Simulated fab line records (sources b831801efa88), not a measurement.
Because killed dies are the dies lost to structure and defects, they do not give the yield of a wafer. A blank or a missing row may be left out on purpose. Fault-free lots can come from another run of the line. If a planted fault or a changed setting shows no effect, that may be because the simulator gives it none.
A struck lot beside a sound one | flow gf180mcu | 15 out of 602 route steps
Sound: wafers L416.1, L416.2, L416.3. Wafers struck: L411.1, L411.2, L411.4. The cause comes at the end.
For every step that has rows: the tool of each side, followed by ch and its chambers, followed by its first start. Under that, the readings that differ: sound wafers | struck wafers | difference of the means | sigmas: that difference in standard deviations of wafers without a fault.
alike: readings whose means differ by less than 2 such deviations, and words and numbers that are the same on both sides. not compared: withheld readings, readings that some wafer has no value for, bounds like >300 that may hide the same value, and numbers for which the record gives no deviation and whose values overlap.
A row with sigmas, a row that says differs or no value, or rows on one side alone: a step with any of these is where the two part. Numbers that have no deviation but don't overlap get no sigmas and don't part them. A reading that every wafer of one side lacks parts them only if that side has two wafers or more.

GF_MIM_SPUTTER_07: material TiN, target thk 60 nm, time 50 s.
  sound on pvd-sputter-01 at day 29 11:00; struck on pvd-sputter-01 at day 28 13:15
  alike: throttle-valve-pct
GF_MIM_SPUTTER_08: material AlCu, target thk 200 nm, time 10.6 s.
  sound on pvd-sputter-01 at day 29 11:02; struck on pvd-sputter-01 at day 28 13:17
  alike: throttle-valve-pct
GF_MIM_SPUTTER_09: material TiN, target thk 35 nm, time 29.2 s.
  sound on pvd-sputter-01 at day 29 11:04; struck on pvd-sputter-01 at day 28 13:19
  alike: throttle-valve-pct
GF_MIM_RS_MEAS_10: the measuring method here is four-point-probe.
  sound on film-metro-01 at day 29 11:06; struck on film-metro-01 at day 28 13:21
  alike: MIM_ALCU_RS
GF_MIM_THK_MEAS_11: measures by xrf.
  sound on film-metro-01 at day 29 11:13; struck on film-metro-01 at day 28 13:28
  alike: MIM_ALCU_THK
then, 7 steps without rows for these wafers: GF_MIM_DEHYDRATE_12 (time 60 s); GF_MIM_HMDS_13 (prime time 60 s); GF_MIM_COAT_14 (resist thk 1000 nm); GF_MIM_SOFTBAKE_15 (time 60 s); GF_MIM_EXPOSE_16 (exposes mask FuseTop, target cd 2000 nm); GF_MIM_PEB_17; GF_MIM_DEVELOP_18 (develop time 60 s).
GF_MIM_METAL_ETCH_19: etches the open film in Cl2/BCl3, stops on Si3N4, target depth 324.5 nm, time 54.1 s.
  sound on rie-metal-03 ch 0,1, day 30 05:35; struck on rie-metal-01 ch 0,1, day 29 08:47
  no value came back on the struck wafers for any of 6 readings (bcl3-flow-sccm (sccm), bias-w (W) and others); on the sound wafers bcl3-flow-sccm (sccm) reads 39.94 39.99 39.86
  reading                                  | sound         | struck         | difference | sigmas
  model.NOVOLAK_of_MIM_COAT_14.thk-nm (nm) | 873.4 868 875 | 1002 1003 1003 | +131       |
  not compared: rf-hours-counter-h
GF_MIM_STRIP_20: strips in O2/N2.
  sound on plasma-asher-01 ch 0,1, day 30 05:40; struck on plasma-asher-03 ch 0,1, day 29 08:52
  reading                      | sound             | struck            | difference | sigmas
  oes-product-au (a.u.)        | 0.693 0.698 0.698 | 0.719 0.717 0.709 | +0.019     | +3
  strip-time-to-endpoint-s (s) | 11.28 11.19 11.30 | 12.66 12.67 12.67 | +1.41      | +28
  alike: chamber-pressure-mTorr, drypump-motor-current-A, heater-power-w
  not compared: rf-hours-counter-h
then, 1 step without rows for these wafers: GF_MIM_STRIP_21 (strips in post etch residue remover, time 1200 s).

## WHERE THEY PART
Earliest at GF_MIM_METAL_ETCH_19; latest, in this record, at GF_MIM_STRIP_20.

WHY: the cause the simulator had injected
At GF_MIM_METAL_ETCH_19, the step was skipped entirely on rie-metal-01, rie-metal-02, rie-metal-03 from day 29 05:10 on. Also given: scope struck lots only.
